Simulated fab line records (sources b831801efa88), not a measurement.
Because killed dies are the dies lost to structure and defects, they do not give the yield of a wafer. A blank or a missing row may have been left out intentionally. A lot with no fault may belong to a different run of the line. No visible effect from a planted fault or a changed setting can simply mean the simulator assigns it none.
Matching of chambers / flow gf180mcu / GF_MIM_CVD_05 on pecvd-02 has 3 sister chambers
The step deposits Si3N4, target thk 42 nm, time 29.086 s. 3 wafers are shown with their chamber, then 7 later ones without.

## EACH WAFER AND ITS CHAMBER
wafer=L084.2; chamber=0; heater-power-w (W)=591
wafer=L088.1; chamber=2; heater-power-w (W)=666
wafer=L088.3; chamber=1; heater-power-w (W)=561

## WAFERS WITHOUT THEIR CHAMBER
wafer=L088.5; heater-power-w (W)=584
wafer=L089.1; heater-power-w (W)=620
wafer=L089.3; heater-power-w (W)=665
wafer=L089.4; heater-power-w (W)=685
wafer=L092.4; heater-power-w (W)=663
wafer=L092.5; heater-power-w (W)=594
wafer=L092.6; heater-power-w (W)=690

## WHICH CHAMBER EACH WENT THROUGH
wafer=L088.5; from the rows above=can't be placed: 0 or 1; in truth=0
wafer=L089.1; from the rows above=can't be placed: 0 or 2 or 1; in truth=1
wafer=L089.3; from the rows above=2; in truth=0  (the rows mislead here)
wafer=L089.4; from the rows above=2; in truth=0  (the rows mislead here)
wafer=L092.4; from the rows above=2; in truth=2
wafer=L092.5; from the rows above=can't be placed: 0 or 1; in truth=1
wafer=L092.6; from the rows above=2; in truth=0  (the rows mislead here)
Placed correctly: 1 of 7. From these rows, 3 cannot be placed; in 3 the true chamber is one of the candidates. Placed wrongly: 3.
How it was worked out, from the rows above alone: a wafer's distance from a chamber is the root of the sum, over the readings, of the square of ((its reading less the chamber's mean) divided by the reading's scatter). The wafer belongs to the nearest chamber; if the next one is less than 2 further off, it can't be placed. The mean given for a chamber averages the wafers shown for that chamber. The scatter: with one shown wafer a chamber, the root of the mean of the squares of how far each hidden wafer lies from its nearest shown one.
